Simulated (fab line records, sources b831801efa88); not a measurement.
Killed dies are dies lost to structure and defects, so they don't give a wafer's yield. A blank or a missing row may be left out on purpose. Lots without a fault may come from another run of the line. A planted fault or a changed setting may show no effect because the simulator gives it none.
One fault seen from 2 desks | flow sky130 | each desk has only its own numbers; what lay behind them comes last

THE TOOL OWNER'S DESK: plasma_asher-01
The tool's own readings at SKY_PAD_OPEN_STRIP_08 (strips in O2/N2): means of the sampled wafers that have a number, for each lot that ran on this tool. A lot is out of limits, marked OUT, if its mean lies more than 4 standard deviations from the usual mean; the brackets give that distance.
Columns: A = drypump_motor_current_A at SKY_PAD_OPEN_STRIP_08, usual 5.5 A; B = oes_product_au at SKY_PAD_OPEN_STRIP_08, usual 0.663 a.u.
lot  | first seen here | A   | B
L819 | day 46 13:41    | 5.6 | 0.667
L820 | day 47 00:49    | 5.6 | 0.668
L822 | day 47 10:49    | 5.5 | 0.659
L826 | day 48 07:13    | 5.5 | 0.663
L828 | day 49 02:49    | 5.6 | 0.663
L837 | day 50 15:44    | 5.5 | 0.661
L838 | day 50 21:59    | 5.5 | 0.663
This desk's finding: nothing out of limits on any of the 7 lots.

THE METROLOGY DESK
What the gauges read, lot by lot, whatever tool the lot ran on: means of the sampled wafers that have a number. A lot is out of limits, marked OUT, if its mean lies more than 4 standard deviations from the usual mean; the brackets give that distance.
Columns: A = METAL5_ALCU_THK at SKY_METAL5_THK_MEAS_06, usual 1152 nm
lot  | first seen here | A
L816 | day 42 23:11    | 1143
L818 | day 43 09:37    | 1145
L819 | day 43 20:52    | 1145
L820 | day 44 11:47    | 1158
L822 | day 44 21:29    | 1158
L823 | day 45 14:06    | 1138
L826 | day 45 20:20    | 1162
L827 | day 46 03:47    | 1143
L828 | day 46 16:31    | 1141
L835 | day 47 22:10    | 1162
L837 | day 48 11:34    | 1147
L838 | day 48 18:01    | 1144
This desk's finding: nothing out of limits on any of the 12 lots.

PUT TOGETHER
The tool owner's desk saw nothing out of limits.
The metrology desk saw nothing out of limits.

WHAT THE SIMULATOR HAD PUT IN
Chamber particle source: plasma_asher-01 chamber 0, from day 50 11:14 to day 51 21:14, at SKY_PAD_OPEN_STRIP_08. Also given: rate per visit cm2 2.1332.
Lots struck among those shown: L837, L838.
